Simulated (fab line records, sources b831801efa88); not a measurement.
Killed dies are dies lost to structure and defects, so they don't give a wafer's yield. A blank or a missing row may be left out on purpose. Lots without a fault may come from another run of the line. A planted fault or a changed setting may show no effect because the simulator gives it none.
A struck lot beside a sound one | flow gf180mcu | 14 steps out of a route of 602
Sound: wafers L617.2, L617.5, L617.6. Struck: wafers L614.2, L614.3, L614.4. The cause comes at the end.
At each step with rows: each side's tool, then ch and its chambers, then its first start. Under that, the readings that differ: sound wafers | struck wafers | difference of the means | sigmas: that difference in standard deviations of wafers without a fault.
alike: readings whose means differ by less than 2 such deviations, and words and numbers that are the same on both sides. not compared: withheld readings, readings that some wafer has no value for, bounds like >300 that may hide the same value, and numbers for which the record gives no deviation and whose values overlap.
The two part at a step that has a row with sigmas, a row that says differs or no value, or rows on one side only. Numbers that don't overlap but have no deviation are shown without sigmas and don't part them. A reading that every wafer of one side lacks parts them only if that side has two wafers or more.

GF_PSD_STRIP_10: strips in O2/N2.
  sound on plasma_asher-01 ch 0,1, day 18 14:43; struck on plasma_asher-01 ch 0,1, day 17 18:23
  alike: drypump_motor_current_A, heater_power_w, oes_product_au, strip_time_to_endpoint_s
  not compared: rf_hours_counter_h
GF_PSD_TW_MEAS_11:
  sound on film_metro-02, day 18 14:49; struck on film_metro-03, day 17 18:29
  reading | sound          | struck         | difference | sigmas
  PSD_TW  | 3176 3185 3177 | 3215 3220 3195 | +31        | +2
then, 1 step without rows for these wafers: GF_PSD_CLEAN_12 (cleans in SC1/SC2, time 150 s).
GF_PSD_RTA_13: time 20 s.
  sound on rtp_anneal-02 ch 0, day 18 14:56; struck on rtp_anneal-02 ch 0, day 17 18:37
  alike: lamp_power_pct, wafer_temp_C_max
GF_PSD_RS_MEAS_14: measures by four-point-probe.
  sound on film_metro-01, day 18 15:01; struck on film_metro-03, day 17 18:47
  alike: NSD_RS
GF_PSD_RS_MEAS_15: measures by four-point-probe.
  sound on film_metro-01, day 18 15:08; struck on film_metro-03, day 17 18:54
  alike: PSD_RS
GF_SAB_CVD_00: deposits SiO2 from TEOS, target thk 50 nm, time 4.9302 s.
  sound on pecvd-01 ch 0,1,2, day 18 15:14; struck on pecvd-04 ch 0,1, day 17 19:00
  alike: heater_power_w
GF_SAB_THK_MEAS_01:
  sound on film_metro-02, day 18 15:16; struck on film_metro-02, day 17 19:02
  alike: SAB_CVD_00_THK
then, 4 steps without rows for these wafers: GF_SAB_DEHYDRATE_02 (time 60 s); GF_SAB_HMDS_03 (prime time 60 s); GF_SAB_COAT_04 (resist thk 1000 nm); GF_SAB_SOFTBAKE_05 (time 60 s).
GF_SAB_EXPOSE_06: exposes mask SAB, target cd 420 nm.
  sound on iline_stepper-01 ch 0, day 19 03:41; struck on iline_stepper-01, day 18 06:31
  no value came back on the struck wafers for exposure_dose_mJ_cm2, focus_offset_nm (nm); on the sound wafers exposure_dose_mJ_cm2 reads 139.99 139.92 140.01
  alike: mask
then, 1 step without rows for these wafers: GF_SAB_PEB_07.

WHERE THEY PART
First at GF_PSD_TW_MEAS_11; last, within this record, at GF_SAB_EXPOSE_06.

WHY: what the simulator had put in
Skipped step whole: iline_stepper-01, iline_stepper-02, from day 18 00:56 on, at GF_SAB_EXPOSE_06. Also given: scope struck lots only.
